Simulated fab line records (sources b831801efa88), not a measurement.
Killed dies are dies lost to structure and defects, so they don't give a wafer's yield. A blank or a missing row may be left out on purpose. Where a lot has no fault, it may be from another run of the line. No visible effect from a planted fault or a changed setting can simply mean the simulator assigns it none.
The same fault as seen by 2 desks ; flow sky130 ; each desk holds nothing but its own numbers, with what lay behind them at the end

AT THE METROLOGY DESK
Means of the sampled wafers that have a number, per lot and without regard to the tool the lot ran on: this is what the gauges read. A lot is out of limits, marked OUT, if its mean lies more than 4 standard deviations from the usual mean; the brackets give that distance.
Columns: A = FIELD_ISO_OXIDATION_01_THK at SKY_FIELD_ISO_THK_MEAS_23, usual 9.99 nm; B = LDD_HVN_TW at SKY_LDD_HVN_TW_MEAS_10, usual 1440; C = RES_XHIGH_TW at SKY_RES_XHIGH_TW_MEAS_09, usual 1644
lot;first seen here;A;B;C
L607;day 2 07:38;9.95;1446;1646
L608;day 2 15:13;9.94;1438;1647
L609;day 2 18:47;9.89;1443;1651
L610;day 2 21:58;9.90;1438;1647
L611;day 3 03:19;9.92;1440;1646
L612;day 3 10:41;9.63;1440;1641
L613;day 3 17:29;10.23;1449;1648
L616;day 4 07:16;9.69;1443;1655
L617;day 4 11:33;9.93;1438;1653
L618;day 4 20:45;10.25;1424;1640
L624;day 5 22:56;10.12;1419;1643
L625;day 6 07:27;9.98;1450;1649
L626;day 6 17:18;10.09;1446;1636
L630;day 7 11:44;9.99;1444;1635
This desk's verdict: no lot among the 14 shows anything out of limits.

DESK OF THE TOOL OWNER: implanter-03
The tool's own readings at SKY_LDD_N_IMPLANT_08: means of the sampled wafers that have a number, for each lot that ran on this tool. A lot is out of limits, marked OUT, if its mean lies more than 4 standard deviations from the usual mean; the brackets give that distance.
Columns: A = dose-ions-cm2 at SKY_LDD_N_IMPLANT_08, usual 7.501e+13; B = faraday-current-uA at SKY_LDD_N_IMPLANT_08, usual 424
lot;first seen here;A;B
L609;day 18 09:45;7.499e+13;425
L610;day 18 15:17;7.500e+13;420
L617;day 22 19:55;7.497e+13;429
L624;day 24 05:28;8.255e+13 (+93) OUT;468 (+5.0) OUT
L625;day 25 04:02;8.266e+13 (+94) OUT;472 (+5.5) OUT
This desk's verdict: out of limits on L624, L625, starting with L624 at day 24 05:28 (dose-ions-cm2 at SKY_LDD_N_IMPLANT_08). L609, L610, L617 stayed within limits.

TAKEN TOGETHER
On L624, L625, at day 24 05:28, an alarm was possible from the tool owner's desk.
At the metrology desk, nothing out of limits was observed.
The metrology desk holds a record of L624, L625, inside its limits.
The lots listed all ran SKY_LDD_N_IMPLANT_08 on implanter-03.

WHAT HAD BEEN PUT IN BY THE SIMULATOR
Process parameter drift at SKY_LDD_N_IMPLANT_08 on implanter-03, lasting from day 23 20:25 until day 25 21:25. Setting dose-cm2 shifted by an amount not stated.
Struck lots among those shown: L624, L625.
How many hours passed from the start of the fault until each desk's first out-of-limits reading: the tool owner's desk, 9.
